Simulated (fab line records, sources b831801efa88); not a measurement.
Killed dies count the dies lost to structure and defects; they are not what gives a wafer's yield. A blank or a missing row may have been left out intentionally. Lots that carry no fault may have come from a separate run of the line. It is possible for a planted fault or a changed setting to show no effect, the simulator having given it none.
8D (eight disciplines) problem report, filled in by code | flow sky130 | the parts of the form that need people (team, actions taken, sign-off) are left out

== 1. WHAT WENT WRONG ==
Wafers without a fault read 1.13e-05 Torr, standard deviation 1e-06; end station pressure torr at SKY_POLY_GATE_IMPLANT_02 reads a mean of 4.15e-05 Torr on 6 wafers belonging to 2 lots. That is +30 standard deviations from the usual mean.
First observed at day 18 02:41: wafer L936.3, on implanter-01. The record holds 36 wafers of 12 lots with a number at this step. Rule for "out" (also "out of limits"): further than 4 standard deviations from the usual mean. Any other wafer with a number is counted as sound.

== 2. WHAT THIS IS AND IS NOT ==
question                    | is                        | is not
which readings at this step | end station pressure torr | -
which lots                  | L936, L937                | L928, L930, L934, L941, L945, L946, L947, L948, L949, L950
which wafers of those lots  | all that have a number    | -
read on which tools         | implanter-01              | implanter-02, implanter-04
when                        | from day 18 02:41         | up to then (9 sound wafers); but 21 sound wafers of L941, L945, L946, L947, L948, L949, L950 came after

== 3. WHAT RULES OUT EACH SUSPECT ==
Counting: a tool stays on the suspect list if, at a process step up to the reading, it processed all lots that are out and no sound lot following the first of them.
- implanter-01 at SKY_POLY_GATE_IMPLANT_02: ruled out as a lasting fault. Following L936 (day 18 02:41), the first lot on it that is out, the sound lots L946, L947, L948, L949 were run on it.
Left after counting: nothing in the record.

== 4. THE CAUSE (what the simulator had put in) ==
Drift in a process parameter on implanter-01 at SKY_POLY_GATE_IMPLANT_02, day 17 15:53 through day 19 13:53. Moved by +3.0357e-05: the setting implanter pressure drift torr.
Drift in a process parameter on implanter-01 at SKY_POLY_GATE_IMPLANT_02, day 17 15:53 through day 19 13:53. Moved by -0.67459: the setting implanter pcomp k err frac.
Counting ruled it out, wrongly.

== 5. THE EFFECT CHAIN, in route order ==
One row per reading whose mean, taken over the struck wafers that have a number, lies over 3 standard deviations from the usual. Readings are gone through only where the record gives a usual standard deviation; hours: the median, over the lots, of the time from a lot's start at the first step in this table giving one to that lot's start at this step; sigmas: the change measured in usual standard deviations.
hours | step                     | reading                   | usual         | on struck wafers | change    | sigmas
0     | SKY_POLY_GATE_IMPLANT_02 | end station pressure torr | 1.13e-05 Torr | 4.15e-05         | +3.02e-05 | +30
0     | SKY_RES_PROTECT_STRIP_07 | strip time to endpoint s  | 23.29 s       | 23.66            | +0.37     | +9.3
The process steps in it:
- SKY_POLY_GATE_IMPLANT_02
- SKY_RES_PROTECT_STRIP_07: strips in O2/N2.
Later measuring or inspecting steps at which every struck wafer that the step has a row for has a number for every such reading, and none has moved that far: SKY_POLY_GATE_THK_MEAS_21.

== 6. WHAT WOULD HAVE CAUGHT IT SOONER ==
The fault began at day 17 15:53; the first out-of-limits reading in this record came at day 18 02:41, 11 hours later.
